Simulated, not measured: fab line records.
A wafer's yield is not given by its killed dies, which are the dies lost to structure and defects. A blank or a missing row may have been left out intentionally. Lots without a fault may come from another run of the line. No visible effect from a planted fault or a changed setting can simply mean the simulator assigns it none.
Matching of chambers + flow gf180mcu + GF_V1_CMP_04 on cmp-01: 4 sister chambers
The step polishes SiO2. 8 wafers are shown with their chamber, then 7 later ones without.

## EACH WAFER AND ITS CHAMBER
| wafer  | chamber | motor_current_A (A) | time_to_endpoint_s (s) |
|--------|---------|---------------------|------------------------|
| L434.6 | 0       | 12.2                | 78                     |
| L436.5 | 1       | 10.8                | 81                     |
| L438.1 | 1       | 10.7                | 83                     |
| L438.2 | 3       | 13.3                | 75                     |
| L440.1 | 0       | 12.6                | 81                     |
| L440.3 | 2       | 12.3                | 81                     |
| L440.5 | 3       | 12.6                | 85                     |
| L443.4 | 2       | 11.7                | 90                     |

## WAFERS WITH NO CHAMBER GIVEN
| wafer  | motor_current_A (A) | time_to_endpoint_s (s) |
|--------|---------------------|------------------------|
| L443.5 | 12.1                | 93                     |
| L443.6 | 10.5                | 87                     |
| L444.4 | 11.2                | 80                     |
| L444.5 | 12.3                | 79                     |
| L444.6 | 13.2                | 83                     |
| L450.4 | 10.2                | 85                     |
| L450.6 | 9.8                 | 76                     |

## WHICH CHAMBER EACH ONE RAN IN
| wafer  | from the rows above          | in truth |
|--------|------------------------------|----------|
| L443.5 | can't be placed: 2 or 0      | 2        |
| L443.6 | 1                            | 1        |
| L444.4 | can't be placed: 1 or 2      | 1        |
| L444.5 | can't be placed: 0 or 2 or 3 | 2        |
| L444.6 | can't be placed: 3 or 0      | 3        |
| L450.4 | 1                            | 1        |
| L450.6 | 1                            | 1        |
Placed correctly: 3 of 7. Not placeable from these rows: 4 (in 4, the candidates include the true chamber). Number placed wrongly: 0.
How it was worked out, from the rows above alone: a wafer's distance from a chamber is the root of the sum, over the readings, of the square of ((its reading less the chamber's mean) divided by the reading's scatter). The wafer belongs to the nearest chamber; if the next one is less than 2 further off, it can't be placed. A chamber's mean is the mean of its shown wafers. How the scatter is found: for the shown wafers, subtract from each reading the mean of its chamber, square and add these, divide the total by (wafers less chambers), then take the root.
